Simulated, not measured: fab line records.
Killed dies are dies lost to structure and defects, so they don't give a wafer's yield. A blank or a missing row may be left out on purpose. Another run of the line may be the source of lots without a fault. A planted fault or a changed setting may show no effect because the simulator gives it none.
One fault seen from 2 desks / flow gf180mcu / each desk has only its own numbers; what lay behind them comes last

## THE METROLOGY DESK
What the gauges read for every lot (on any tool): the sampled wafers with a number, averaged. A lot is out of limits, marked OUT, if its mean lies more than 4 standard deviations from the usual mean; the brackets give that distance.
Columns: A = V1_BOW at GF_V1_BOW_MEAS_05, usual 81 um; B = cd-nm at GF_V1_CD_MEAS_14, usual 259.9 nm; C = V1_OVL at GF_V1_OVL_MEAS_15, usual 1 nm
lot=L169; first seen here=day 18 10:23; A=88; B=260.5; C=-11
lot=L170; first seen here=day 18 20:40; A=82; B=258.9; C=6
lot=L177; first seen here=day 21 07:34; A=81; B=260.3; C=5
lot=L188; first seen here=day 24 17:28; A=82; B=258.3; C=0
lot=L189; first seen here=day 25 06:53; A=75; B=260.7; C=-1
This desk found nothing out of limits on any of the 5 lots.

## DESK OF THE TOOL OWNER: rie-diel-03
The tool's own readings at GF_V1_ETCH_17 (etches SiO2 in C4F8/O2/Ar, stops on TiN, target depth 630 nm): means of the sampled wafers that have a number, for each lot that ran on this tool. A lot is out of limits, marked OUT, if its mean lies more than 4 standard deviations from the usual mean; the brackets give that distance.
Columns: A = bias-w at GF_V1_ETCH_17, usual 1200 W; B = oes-product-au at GF_V1_ETCH_17, usual 0.856 a.u.
lot=L170; first seen here=day 19 21:00; A=1201; B=0.847
lot=L177; first seen here=day 22 07:00; A=1227 (+7.6) OUT; B=0.859
This desk's finding: out of limits on L177; first on L177, day 22 07:00 (bias-w at GF_V1_ETCH_17). Within limits: L170.

## BROUGHT TOGETHER
On L177, at day 22 07:00, an alarm was possible from the tool owner's desk.
Nothing out of limits was seen by the metrology desk.
The metrology desk has L177 on record, within its limits.
The lots listed all ran GF_V1_ETCH_17 on rie-diel-03.

## WHAT THE SIMULATOR PUT IN
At GF_V1_ETCH_17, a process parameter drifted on rie-diel-03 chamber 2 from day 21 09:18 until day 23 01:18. From 1200, the setting bias-w moved by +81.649. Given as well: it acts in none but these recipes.
Lots struck among those shown: L177.
Hours from the fault's start to each desk's first reading out of limits: the tool owner's desk, 22.
